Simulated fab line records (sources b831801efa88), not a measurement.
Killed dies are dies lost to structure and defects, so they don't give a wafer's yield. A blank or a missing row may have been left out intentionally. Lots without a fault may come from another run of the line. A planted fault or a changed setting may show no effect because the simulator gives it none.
Which tool did it?    flow sky130    13 lots with 39 wafers sampled at 2 steps, on a route of 708 steps

## WHAT EACH GAUGE READ, for each wafer
SKY_VT_ADJUST_NCORE_CD_MEAS_07: the cd target is 380 nm.
lot   measured      on         cd nm (nm)
L645  day 8 09:48   cd sem-01  380.8 382.5 380.6
L646  day 8 20:17   cd sem-02  378.5 378.7 377.0
L647  day 9 00:10   cd sem-01  381.3 383.7 382.9
L648  day 9 08:35   cd sem-02  376.8 377.2 379.0
L651  day 10 08:34  cd sem-02  384.4 383.0 382.4
L653  day 10 21:13  cd sem-02  381.4 382.8 381.9
L658  day 12 15:41  cd sem-02  379.8 382.0 379.9
L659  day 12 20:14  cd sem-02  381.3 380.1 381.4
L660  day 13 06:26  cd sem-01  380.2 380.3 380.0
L663  day 14 00:50  cd sem-02  381.6 377.2 381.1
L665  day 14 22:54  cd sem-01  379.0 380.1 380.0
L666  day 15 01:14  cd sem-01  380.1 378.8 380.9
L668  day 15 06:50  cd sem-01  381.8 380.9 380.8

SKY_VT_ADJUST_PCH_TW_MEAS_10.
lot   measured      on             VT_ADJUST_PCH_TW
L645  day 10 07:02  film metro-03  143.3 144.3 143.6
L646  day 10 17:58  film metro-02  144.4 144.2 144.6
L647  day 10 21:55  film metro-01  143.5 142.7 142.5
L648  day 11 07:41  film metro-02  144.1 144.6 143.8
L651  day 12 09:18  film metro-03  142.7 142.6 141.7
L653  day 12 22:42  film metro-03  142.5 142.1 142.2
L658  day 14 19:10  film metro-02  143.9 144.9 144.1
L659  day 15 00:15  film metro-02  144.1 143.0 143.5
L660  day 15 11:02  film metro-01  144.8 144.8 145.5
L663  day 16 07:09  film metro-03  142.8 142.7 141.8
L665  day 17 06:24  film metro-02  143.5 144.3 144.4
L666  day 17 10:02  film metro-01  145.0 145.2 145.7
L668  day 17 16:11  film metro-01  144.8 145.7 145.1

## WHAT TOOL EACH LOT RAN ON (gives the tool, then ch and the chambers of the sampled wafers, and finally the start)
The record holds no process step before these readings.

## AS READ BY THE TOOLS THEMSELVES (means over the sampled wafers that have a number; for cases with no such wafer, the mark the record gives instead)
The record holds no such reading with a usual standard deviation.

## THE ANSWER, worked out from the rows above alone
Rule: usual is defined by the lots themselves. Put in order of their means at a reading, lots are off if they are a third of the lots or fewer, leave a main group of 4 or more, and stand apart from it by a gap of 3 or more times the standard deviation of the main group's means; of several such gaps the widest counts. A main group whose means are all the same, to the digits that the tables above print for the reading, isn't used. A lot without any number at a reading at which 4 lots or more have one is off too. Any other lot the step has rows for is counted as sound. After the gauges, taken in route order, come the tools' own readings; for these a lot's mean is taken, as printed above. At the first step where some lot is off, the reading lying furthest off is the one used; lots without a number count as furthest.
None of the lots is off at any reading shown; this tells nothing.

## WHAT THE SIMULATOR HAD PUT IN
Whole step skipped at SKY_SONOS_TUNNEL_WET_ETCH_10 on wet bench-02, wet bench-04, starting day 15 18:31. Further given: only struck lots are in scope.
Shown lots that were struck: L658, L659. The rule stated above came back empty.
